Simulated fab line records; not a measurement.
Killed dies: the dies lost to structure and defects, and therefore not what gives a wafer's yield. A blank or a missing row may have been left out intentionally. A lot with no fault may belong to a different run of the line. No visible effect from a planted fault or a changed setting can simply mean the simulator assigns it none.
Comparing a struck lot with a sound one :: flow sky130 :: 35 out of 708 route steps
Sound: the wafers L738.1, L738.2, L738.5. Wafers L748.1, L748.2, L748.4 were the ones struck. The cause is given at the end.
Order at every step that has rows: each side's tool, ch and its chambers, its first start. Under that, the readings that differ: sound wafers :: struck wafers :: difference of the means :: sigmas: that difference in standard deviations of wafers without a fault.
alike: readings whose means differ by less than 2 such deviations, and words and numbers that are the same on both sides. not compared: withheld readings, readings that some wafer has no value for, bounds like >300 that may hide the same value, and numbers for which the record gives no deviation and whose values overlap.
A row with sigmas, a row that says differs or no value, or rows on one side alone: a step with any of these is where the two part. Numbers that have no deviation but don't overlap get no sigmas and don't part them. Lack of a reading on every wafer of one side parts them only where that side has two or more wafers.

first, 10 steps without rows for these wafers: SKY_RES_PROTECT_DEHYDRATE_00 (time 60 s); SKY_RES_PROTECT_HMDS_01 (prime time 60 s); SKY_RES_PROTECT_COAT_02 (resist thk 1140 nm); SKY_RES_PROTECT_SOFTBAKE_03 (time 60 s); SKY_RES_PROTECT_EXPOSE_04 (exposes mask RPM, target cd 1270 nm); SKY_RES_PROTECT_PEB_05; SKY_RES_PROTECT_DEVELOP_06 (develop time 60 s); SKY_POLY_GATE_IMPLANT_02; SKY_RES_PROTECT_STRIP_07 (strips in O2/N2); SKY_RES_PROTECT_CLEAN_09 (cleans in SC1/SC2, time 150 s).
SKY_POLY_GATE_CVD_03: deposits Si3N4 from DCS/NH3, target thk 75 nm, time 1290 s.
  sound on lpcvd-02 ch 1, day 15 06:40; struck on lpcvd-02 ch 1, day 19 09:44
  alike: pressureMtorr, spikeTcUpperC
then, 23 steps without rows for these wafers: SKY_POLY_GATE_DEHYDRATE_05 (time 60 s); SKY_POLY_GATE_HMDS_06 (prime time 60 s); SKY_POLY_GATE_COAT_07 (resist thk 110 nm); SKY_POLY_GATE_COAT_08 (resist thk 450 nm); SKY_POLY_GATE_SOFTBAKE_09 (time 90 s); SKY_POLY_GATE_EXPOSE_10 (exposes mask P1M, target cd 150 nm); SKY_POLY_GATE_PEB_11; SKY_POLY_GATE_DEVELOP_12 (develop time 60 s); SKY_POLY_GATE_ETCH_15 (etches BARC in N2/H2, stops on SiO2, time 118.5 s, target depth 110 nm); SKY_POLY_GATE_ETCH_16 (etches Si3N4 in CH3F/O2, stops on poly-Si, time 147.5 s, target depth 75 nm); SKY_POLY_GATE_ETCH_17 (etches poly-Si in HBr/Cl2, stops on SiO2, target depth 180 nm, time 70.5 s); SKY_POLY_GATE_STRIP_18 (strips in O2/N2); SKY_POLY_GATE_CLEAN_19 (cleans in SC1/SC2, time 150 s); SKY_POLY_GATE_OXIDATION_20 (stabilise 600 s, purge 300 s, target thk 4 nm); SKY_LDD_N_DEHYDRATE_00 (time 60 s); SKY_LDD_N_HMDS_01 (prime time 60 s); SKY_LDD_N_COAT_02 (resist thk 300 nm); SKY_LDD_N_SOFTBAKE_03 (time 60 s); SKY_LDD_N_EXPOSE_04 (exposes mask NTM, target cd 840 nm); SKY_LDD_N_PEB_05; SKY_LDD_N_DEVELOP_06 (develop time 60 s); SKY_LDD_N_IMPLANT_08; SKY_LDD_N_IMPLANT_09.
-- record jumps: 29 days separate the struck wafers' starts on either side; left off in module LDD_N, taken up again in module PAD_OPEN, whose first shown step is the route's number 708 --
SKY_PAD_OPEN_PROBE_99:
  sound: prober-01 at day 45 15:49; struck: prober-01 at day 48 16:34
reading: killedAtFrontEnd
sound: 16 14 23
struck: 48 50 46
difference: +30
sigmas: +8

reading: killedDies
sound: 79 95 87
struck: 105 109 121
difference: +25
sigmas: +3

reading: killedOnRim
sound: 11 17 20
struck: 27 26 30
difference: +12
sigmas: +3
  alike: killed_at_M0_to_M3, killed_at_M4_up, killedAtContacts, killedAtOther, killedOpen, killedShort

== WHERE THEY PART ==
Only at SKY_PAD_OPEN_PROBE_99, as far as this record shows.

WHY: whatever the simulator had introduced
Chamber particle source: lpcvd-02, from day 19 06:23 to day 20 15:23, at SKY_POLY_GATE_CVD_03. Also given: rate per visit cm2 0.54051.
